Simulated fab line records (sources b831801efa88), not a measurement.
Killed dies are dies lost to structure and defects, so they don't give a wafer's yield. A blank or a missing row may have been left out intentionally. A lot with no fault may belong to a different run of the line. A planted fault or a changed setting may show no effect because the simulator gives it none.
2 desks looking at one fault -- flow sky130 -- every desk sees just its own numbers, and what lay behind them comes last

FROM THE METROLOGY DESK
What the gauges read, lot by lot, whatever tool the lot ran on: means of the sampled wafers that have a number. If a lot's mean is further than 4 standard deviations from the usual mean, the lot is out of limits and carries the mark OUT (the distance appears in the brackets).
Columns: A = SONOS_ONO_OXIDATION_THK at SKY_SONOS_ONO_THK_MEAS_01, usual 2.60 nm
lot,first seen here,A
L503,day 11 07:27,2.59
L504,day 11 16:37,2.63
L505,day 12 04:11,2.60
L506,day 12 09:28,2.70
L509,day 13 06:47,2.54
L510,day 13 11:24,1.47 (-23) OUT
L511,day 13 21:13,1.52 (-22) OUT
L519,day 16 16:45,2.55
L520,day 16 22:59,2.56
L522,day 17 20:55,2.56
L523,day 18 06:42,2.61
L524,day 18 14:37,2.61
L525,day 19 08:38,2.59
L526,day 19 23:52,2.65
Finding of this desk: L510, L511 out of limits, first seen on L510 at day 13 11:24 (SONOS_ONO_OXIDATION_THK at SKY_SONOS_ONO_THK_MEAS_01). In limits: L503, L504, L505, L506, L509, L519, L520, L522, L523, L524, L525, L526.

TOOL OWNER'S DESK, furnace-01
The tool's own readings at SKY_SONOS_ONO_OXIDATION_00 (stabilise 600 s, purge 300 s, target thk 2.6 nm): means of the sampled wafers that have a number, for each lot that ran on this tool. If a lot's mean is further than 4 standard deviations from the usual mean, the lot is out of limits and carries the mark OUT (the distance appears in the brackets). Shown are 7 of the 9 readings it has, namely the first that went out of limits plus those furthest out on some lot.
Columns: A = spike-tc-bottom-C at SKY_SONOS_ONO_OXIDATION_00, usual 820.5 C; B = spike-tc-centre-C at SKY_SONOS_ONO_OXIDATION_00, usual 799.1 C; C = spike-tc-lower-C at SKY_SONOS_ONO_OXIDATION_00, usual 799.7 C; D = spike-tc-top-C at SKY_SONOS_ONO_OXIDATION_00, usual 814.0 C; E = spike-tc-upper-C at SKY_SONOS_ONO_OXIDATION_00, usual 801.1 C; F = tube-center-temp-C at SKY_SONOS_ONO_OXIDATION_00, usual 800 C; G = tube_center_temp_C_max at SKY_SONOS_ONO_OXIDATION_00, usual 802.0
lot,first seen here,A,B,C,D,E,F,G
L503,day 11 06:06,818.7,799.2,799.0,815.8,800.2,800,802.2
L506,day 12 08:07,819.4,799.2,799.9,816.0,801.0,800,801.7
L509,day 13 05:26,819.1,799.1,798.6,815.5,801.1,800,802.0
L510,day 13 10:02,781.4 (-19) OUT,761.4 (-31) OUT,762.4 (-27) OUT,778.5 (-14) OUT,763.8 (-38) OUT,763 (-99 or more) OUT,764.6 (-99 or more) OUT
L511,day 13 19:51,783.3 (-18) OUT,761.1 (-32) OUT,761.1 (-28) OUT,779.6 (-14) OUT,763.4 (-39) OUT,763 (-99 or more) OUT,764.2 (-99 or more) OUT
L519,day 16 15:24,818.9,800.5,799.3,815.8,800.8,800,802.4
L522,day 17 19:34,819.0,800.0,798.2,814.8,801.3,800,801.9
L523,day 18 05:20,819.1,800.6,799.5,815.3,800.5,800,801.7
L524,day 18 13:16,818.0,800.4,799.5,816.4,800.6,800,802.2
L525,day 19 07:17,818.6,800.0,798.9,815.5,800.7,800,802.4
L526,day 19 22:31,819.2,799.0,799.1,816.1,801.4,800,801.9
Finding of this desk: L510, L511 out of limits; the first was L510 at day 13 10:02, on spike-tc-bottom-C at SKY_SONOS_ONO_OXIDATION_00. In limits: L503, L506, L509, L519, L522, L523, L524, L525, L526.

ALL TOGETHER
The tool owner's desk had the chance to raise an alarm at day 13 10:02 on L510, L511.
L510, L511 would have let the metrology desk raise an alarm at day 13 11:24.
SKY_SONOS_ONO_OXIDATION_00 was run on furnace-01 by each of the lots named.

WHAT THE SIMULATOR HAD PUT IN
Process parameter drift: furnace-01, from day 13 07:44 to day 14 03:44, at SKY_SONOS_ONO_OXIDATION_00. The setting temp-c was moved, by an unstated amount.
Struck lots among those shown: L510, L511.
Hours from the fault's start to each desk's first reading out of limits: the tool owner's desk, 2; the metrology desk, 4.
